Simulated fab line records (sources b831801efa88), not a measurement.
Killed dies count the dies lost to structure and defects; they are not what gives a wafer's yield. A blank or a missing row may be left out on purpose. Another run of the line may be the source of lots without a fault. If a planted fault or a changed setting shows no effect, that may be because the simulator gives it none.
Chamber matching + flow gf180mcu + GF_V2_ETCH_16 on rie_diel-02 has 4 sister chambers
The step etches BARC in N2/H2. 8 wafers are shown with their chamber, then 8 later ones without.

WAFERS PAIRED WITH THEIR CHAMBERS
| wafer  | chamber | drypump_motor_current_A (A) | oes_product_au (a.u.) |
|--------|---------|-----------------------------|-----------------------|
| L074.6 | 2       | 5.3                         | 0.854                 |
| L077.6 | 2       | 5.3                         | 0.856                 |
| L085.3 | 3       | 4.8                         | 0.856                 |
| L090.6 | 0       | 6.0                         | 0.860                 |
| L091.1 | 3       | 4.8                         | 0.858                 |
| L091.2 | 0       | 5.9                         | 0.845                 |
| L091.3 | 1       | 6.1                         | 0.850                 |
| L092.2 | 1       | 6.1                         | 0.853                 |

WAFERS WHOSE CHAMBER IS MISSING
| wafer  | drypump_motor_current_A (A) | oes_product_au (a.u.) |
|--------|-----------------------------|-----------------------|
| L092.5 | 4.8                         | 0.859                 |
| L092.6 | 6.0                         | 0.848                 |
| L095.1 | 4.8                         | 0.849                 |
| L095.5 | 6.1                         | 0.855                 |
| L095.6 | 5.3                         | 0.854                 |
| L096.2 | 4.8                         | 0.860                 |
| L096.3 | 6.2                         | 0.857                 |
| L096.5 | 4.8                         | 0.860                 |

EACH ONE'S CHAMBER
| wafer  | from the rows above     | in truth |
|--------|-------------------------|----------|
| L092.5 | 3                       | 3        |
| L092.6 | can't be placed: 0 or 1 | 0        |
| L095.1 | 3                       | 3        |
| L095.5 | 1                       | 1        |
| L095.6 | 2                       | 2        |
| L096.2 | 3                       | 3        |
| L096.3 | 1                       | 1        |
| L096.5 | 3                       | 3        |
7 of 8 placed correctly. Not placeable from these rows: 1 (in 1, the candidates include the true chamber). Number placed wrongly: 0.
How it was worked out, from the rows above alone: a wafer's distance from a chamber is the root of the sum, over the readings, of the square of ((its reading less the chamber's mean) divided by the reading's scatter). If the next closest chamber is less than 2 further off than the closest, the wafer can't be placed; otherwise it belongs to the closest. For every chamber, the mean is computed from those of its wafers that are shown. The scatter: the root of (the sum of the squares of (reading less its chamber's mean) over the shown wafers, divided by (wafers less chambers)).
